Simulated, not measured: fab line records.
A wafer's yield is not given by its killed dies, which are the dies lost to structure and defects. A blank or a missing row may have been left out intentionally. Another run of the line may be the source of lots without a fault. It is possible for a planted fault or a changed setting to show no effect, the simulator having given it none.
Which of the tools did it? :: flow gf180mcu :: Sampling: 14 lots, 42 wafers, 4 of 602 route steps

## WHAT THE GAUGES READ, wafer by wafer
GF_TOP_METAL_THK_MEAS_06: measures by xrf. Usual: for TOP_METAL_ALCU_THK the level is 881 nm and the standard deviation is 13.
lot: L579
measured: day 27 12:20
on: film-metro-03
TOP_METAL_ALCU_THK (nm): 879 871 882
flag: 

lot: L580
measured: day 27 17:14
on: film-metro-03
TOP_METAL_ALCU_THK (nm): 901 896 896
flag: 

lot: L582
measured: day 28 15:47
on: film-metro-02
TOP_METAL_ALCU_THK (nm): 871 863 885
flag: 

lot: L583
measured: day 28 16:52
on: film-metro-03
TOP_METAL_ALCU_THK (nm): 862 895 883
flag: 

lot: L584
measured: day 29 10:08
on: film-metro-03
TOP_METAL_ALCU_THK (nm): 877 874 889
flag: 

lot: L585
measured: day 29 13:25
on: film-metro-04
TOP_METAL_ALCU_THK (nm): 873 892 886
flag: 

lot: L586
measured: day 29 17:44
on: film-metro-02
TOP_METAL_ALCU_THK (nm): 864 873 870
flag: 

lot: L587
measured: day 29 20:14
on: film-metro-02
TOP_METAL_ALCU_THK (nm): 876 883 882
flag: 

lot: L588
measured: day 30 10:11
on: film-metro-02
TOP_METAL_ALCU_THK (nm): 851 867 875
flag: 

lot: L589
measured: day 30 13:59
on: film-metro-02
TOP_METAL_ALCU_THK (nm): 844 863 863
flag: 

lot: L594
measured: day 31 20:50
on: film-metro-03
TOP_METAL_ALCU_THK (nm): 873 876 881
flag: 

lot: L595
measured: day 32 03:44
on: film-metro-03
TOP_METAL_ALCU_THK (nm): 898 888 883
flag: 

lot: L601
measured: day 33 15:01
on: film-metro-03
TOP_METAL_ALCU_THK (nm): 861 879 864
flag: 

lot: L602
measured: day 33 18:35
on: film-metro-03
TOP_METAL_ALCU_THK (nm): 891 876 884
flag: 

GF_PASSIVATION_THK_MEAS_01. Usual: for PASSIVATION_CVD_00_THK the level is 992 nm and the standard deviation is 21.
lot: L579
measured: day 28 08:46
on: film-metro-01
PASSIVATION_CVD_00_THK (nm): 967 1005 993
flag: 

lot: L580
measured: day 28 14:26
on: film-metro-03
PASSIVATION_CVD_00_THK (nm): 981 973 963
flag: 

lot: L582
measured: day 29 12:00
on: film-metro-01
PASSIVATION_CVD_00_THK (nm): 967 979 971
flag: 

lot: L583
measured: day 29 13:58
on: film-metro-03
PASSIVATION_CVD_00_THK (nm): 995 981 1006
flag: 

lot: L584
measured: day 30 05:29
on: film-metro-01
PASSIVATION_CVD_00_THK (nm): 992 975 985
flag: 

lot: L585
measured: day 30 09:13
on: film-metro-02
PASSIVATION_CVD_00_THK (nm): 982 1012 998
flag: 

lot: L586
measured: day 30 12:26
on: film-metro-02
PASSIVATION_CVD_00_THK (nm): 962 955 1012
flag: 

lot: L587
measured: day 30 15:50
on: film-metro-03
PASSIVATION_CVD_00_THK (nm): 974 976 974
flag: 

lot: L588
measured: day 31 04:32
on: film-metro-02
PASSIVATION_CVD_00_THK (nm): 956 972 1007
flag: 

lot: L589
measured: day 31 09:01
on: film-metro-03
PASSIVATION_CVD_00_THK (nm): 999 1010 1001
flag: 

lot: L594
measured: day 32 14:46
on: film-metro-01
PASSIVATION_CVD_00_THK (nm): 975 996 976
flag: 

lot: L595
measured: day 32 20:54
on: film-metro-03
PASSIVATION_CVD_00_THK (nm): 1019 996 1010
flag: 

lot: L601
measured: day 34 06:45
on: film-metro-02
PASSIVATION_CVD_00_THK (nm): 995 979 1011
flag: 

lot: L602
measured: day 34 10:22
on: film-metro-03
PASSIVATION_CVD_00_THK (nm): 1007 1015 1038
flag: 

## TOOL THAT RAN EACH LOT (tool first, then ch and the chambers of the sampled wafers, then the start)
lot: L579
GF_SALICIDE_CLEAN_00: wet-bench-02 ch 2, day 15 06:05
GF_V5_SPUTTER_21: pvd-sputter-04, day 27 10:47

lot: L580
GF_SALICIDE_CLEAN_00: wet-bench-01 ch 3, day 15 16:17
GF_V5_SPUTTER_21: pvd-sputter-01, day 27 16:13

lot: L582
GF_SALICIDE_CLEAN_00: wet-bench-01 ch 3, day 16 12:22
GF_V5_SPUTTER_21: pvd-sputter-04, day 28 14:46

lot: L583
GF_SALICIDE_CLEAN_00: wet-bench-02 ch 3, day 16 17:51
GF_V5_SPUTTER_21: pvd-sputter-02, day 28 15:49

lot: L584
GF_SALICIDE_CLEAN_00: wet-bench-04 ch 2, day 17 10:08
GF_V5_SPUTTER_21: pvd-sputter-01, day 29 09:07

lot: L585
GF_SALICIDE_CLEAN_00: wet-bench-04 ch 0, day 17 15:07
GF_V5_SPUTTER_21: pvd-sputter-02, day 29 12:23

lot: L586
GF_SALICIDE_CLEAN_00: wet-bench-02 ch 2, day 17 20:55
GF_V5_SPUTTER_21: pvd-sputter-04, day 29 16:42

lot: L587
GF_SALICIDE_CLEAN_00: wet-bench-04 ch 0, day 18 02:50
GF_V5_SPUTTER_21: pvd-sputter-01, day 29 18:46

lot: L588
GF_SALICIDE_CLEAN_00: wet-bench-01 ch 3, day 18 17:44
GF_V5_SPUTTER_21: pvd-sputter-01, day 30 09:08

lot: L589
GF_SALICIDE_CLEAN_00: wet-bench-02 ch 2, day 18 21:58
GF_V5_SPUTTER_21: pvd-sputter-04, day 30 12:56

lot: L594
GF_SALICIDE_CLEAN_00: wet-bench-01 ch 2, day 20 17:49
GF_V5_SPUTTER_21: pvd-sputter-02, day 31 19:41

lot: L595
GF_SALICIDE_CLEAN_00: wet-bench-01 ch 2, day 21 01:41
GF_V5_SPUTTER_21: pvd-sputter-02, day 32 02:41

lot: L601
GF_SALICIDE_CLEAN_00: wet-bench-02 ch 3, day 23 02:55
GF_V5_SPUTTER_21: pvd-sputter-02, day 33 13:59

lot: L602
GF_SALICIDE_CLEAN_00: wet-bench-02 ch 2, day 23 11:09
GF_V5_SPUTTER_21: pvd-sputter-01, day 33 17:32
- GF_SALICIDE_CLEAN_00: cleans in SC1/SC2, time 150 s.
- GF_V5_SPUTTER_21: material Ti, target thk 15 nm, time 80.02 s.

## AS READ BY THE TOOLS THEMSELVES (means over the sampled wafers that have a number; for cases with no such wafer, the mark the record gives instead)
GF_SALICIDE_CLEAN_00. Usual: temp-c at 70.00 C, with a standard deviation of 0.12.
lot: L579
tool: wet-bench-02
temp-c (C): 70.13
flag: 

lot: L580
tool: wet-bench-01
temp-c (C): 69.95
flag: 

lot: L582
tool: wet-bench-01
temp-c (C): 69.91
flag: 

lot: L583
tool: wet-bench-02
temp-c (C): 69.93
flag: 

lot: L584
tool: wet-bench-04
temp-c (C): 70.02
flag: 

lot: L585
tool: wet-bench-04
temp-c (C): 70.07
flag: 

lot: L586
tool: wet-bench-02
temp-c (C): 69.87
flag: 

lot: L587
tool: wet-bench-04
temp-c (C): 69.99
flag: 

lot: L588
tool: wet-bench-01
temp-c (C): 70.05
flag: 

lot: L589
tool: wet-bench-02
temp-c (C): 70.07
flag: 

lot: L594
tool: wet-bench-01
temp-c (C): 69.92
flag: 

lot: L595
tool: wet-bench-01
temp-c (C): 70.06
flag: 

lot: L601
tool: wet-bench-02
temp-c (C): 70.06
flag: 

lot: L602
tool: wet-bench-02
temp-c (C): 69.90
flag: 

GF_V5_SPUTTER_21. Usual: throttle-valve-pct at 30.1 %, with a standard deviation of 0.74.
lot: L579
tool: pvd-sputter-04
throttle-valve-pct (%): 29.9
flag: 

lot: L580
tool: pvd-sputter-01
throttle-valve-pct (%): 29.9
flag: 

lot: L582
tool: pvd-sputter-04
throttle-valve-pct (%): 29.5
flag: 

lot: L583
tool: pvd-sputter-02
throttle-valve-pct (%): 31.4
flag: 

lot: L584
tool: pvd-sputter-01
throttle-valve-pct (%): 29.9
flag: 

lot: L585
tool: pvd-sputter-02
throttle-valve-pct (%): 30.7
flag: 

lot: L586
tool: pvd-sputter-04
throttle-valve-pct (%): 29.4
flag: 

lot: L587
tool: pvd-sputter-01
throttle-valve-pct (%): 29.9
flag: 

lot: L588
tool: pvd-sputter-01
throttle-valve-pct (%): 30.1
flag: 

lot: L589
tool: pvd-sputter-04
throttle-valve-pct (%): 29.6
flag: 

lot: L594
tool: pvd-sputter-02
throttle-valve-pct (%): 29.9
flag: 

lot: L595
tool: pvd-sputter-02
throttle-valve-pct (%): 30.6
flag: 

lot: L601
tool: pvd-sputter-02
throttle-valve-pct (%): 29.6
flag: 

lot: L602
tool: pvd-sputter-01
throttle-valve-pct (%): 29.8
flag: 

## THE ANSWER, worked out from the rows above alone
Rule: a lot counts as off when the mean over its wafers that have a number is more than 3 standard deviations away from the usual mean. Also off: a lot with no number at a reading for which 4 or more lots have one. The other lots that the step has rows for count as sound. The gauges are gone through in route order, then the tools' own readings, and for those a lot's mean is taken as printed above. The first step at which some lot is off is used, and at that step the reading that is off furthest; a lot without a number counts as furthest.
None of the lots is off at any reading shown; this tells nothing.

## WHAT THE SIMULATOR HAD PUT IN
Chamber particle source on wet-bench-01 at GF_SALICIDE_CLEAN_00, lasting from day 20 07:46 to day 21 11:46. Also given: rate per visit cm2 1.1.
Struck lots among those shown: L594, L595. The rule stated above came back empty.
